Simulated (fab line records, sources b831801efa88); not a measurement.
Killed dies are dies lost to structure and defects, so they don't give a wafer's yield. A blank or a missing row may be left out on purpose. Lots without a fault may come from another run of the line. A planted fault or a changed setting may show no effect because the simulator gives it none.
Problem report in the 8D (eight disciplines) form, filled by code | flow gf180mcu | the parts of the form that need people (team, actions taken, sign-off) are left out

1. THE PROBLEM
end_station_pressure_torr at GF_DNWELL_IMPLANT_07 reads a mean of 8.09e-05 Torr on 6 wafers of 2 lots; wafers without a fault read 5.01e-06 Torr with a standard deviation of 2.7e-07. That is +99 or more standard deviations from the usual mean.
First seen on wafer L998.1, day 5 04:31, on implanter-03. The record holds 18 wafers of 6 lots with a number at this step. Rule for "out", or "out of limits": more than 4 standard deviations from the usual mean. The other wafers with a number count as sound.

2. WHAT IT IS AND WHAT IT IS NOT
question                    | is                                                       | is not
which readings at this step | end_station_pressure_torr, beam_on_s, faraday_current_uA | -
which lots                  | L998, L999                                               | L105, L109, L988, L995
which wafers of those lots  | all that have a number                                   | -
read on which tools         | implanter-03                                             | implanter-01, implanter-02
when                        | from day 5 04:31                                         | up to then (6 sound wafers); but 6 sound wafers of L105, L109 came after

3. SUSPECTS, AND WHAT RULES EACH OUT
Counting: a tool at a process step up to the reading stays a suspect if it ran every lot that is out and no sound lot after the first of them.
- implanter-03 at GF_DNWELL_IMPLANT_07: kept. It ran every lot that is out, first L998 (day 5 04:31), and no sound lot after that; its last sound lot up to then is L995 (day 4 12:09). Its own readings are out on those wafers: beam_on_s, end_station_pressure_torr, faraday_current_uA.
Left after counting: implanter-03 at GF_DNWELL_IMPLANT_07.

4. THE CAUSE (what the simulator had put in)
Process parameter drift: implanter-03, from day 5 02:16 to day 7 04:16, at GF_DNWELL_IMPLANT_07. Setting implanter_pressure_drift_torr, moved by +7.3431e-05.
Process parameter drift: implanter-03, from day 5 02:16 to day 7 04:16, at GF_DNWELL_IMPLANT_07. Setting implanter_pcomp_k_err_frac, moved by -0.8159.
Counting left only this tool.

5. THE CHAIN OF EFFECTS, in route order
Each row: a reading whose mean over the struck wafers that have a number lies more than 3 standard deviations from the usual. Only readings for which the record gives a usual standard deviation are gone through. hours: the time from each lot's start at the first step in this table that gives one to its start at this step, as a median over the lots. sigmas: the change in usual standard deviations.
hours | step                 | reading                   | usual         | on struck wafers | change    | sigmas
0     | GF_DNWELL_IMPLANT_07 | beam_on_s                 | 10.00 s       | 11.38            | +1.38     | +6.9
0     | GF_DNWELL_IMPLANT_07 | end_station_pressure_torr | 5.01e-06 Torr | 8.09e-05         | +7.59e-05 | +99 or more
0     | GF_DNWELL_IMPLANT_07 | faraday_current_uA        | 56.4          | 48.6             | -7.8      | -7.1
The process steps in it:
- GF_DNWELL_IMPLANT_07

6. WHAT WOULD HAVE CAUGHT IT SOONER
In this record the first reading out of limits was taken at day 5 04:31, 2 hours after the fault began at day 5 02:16.
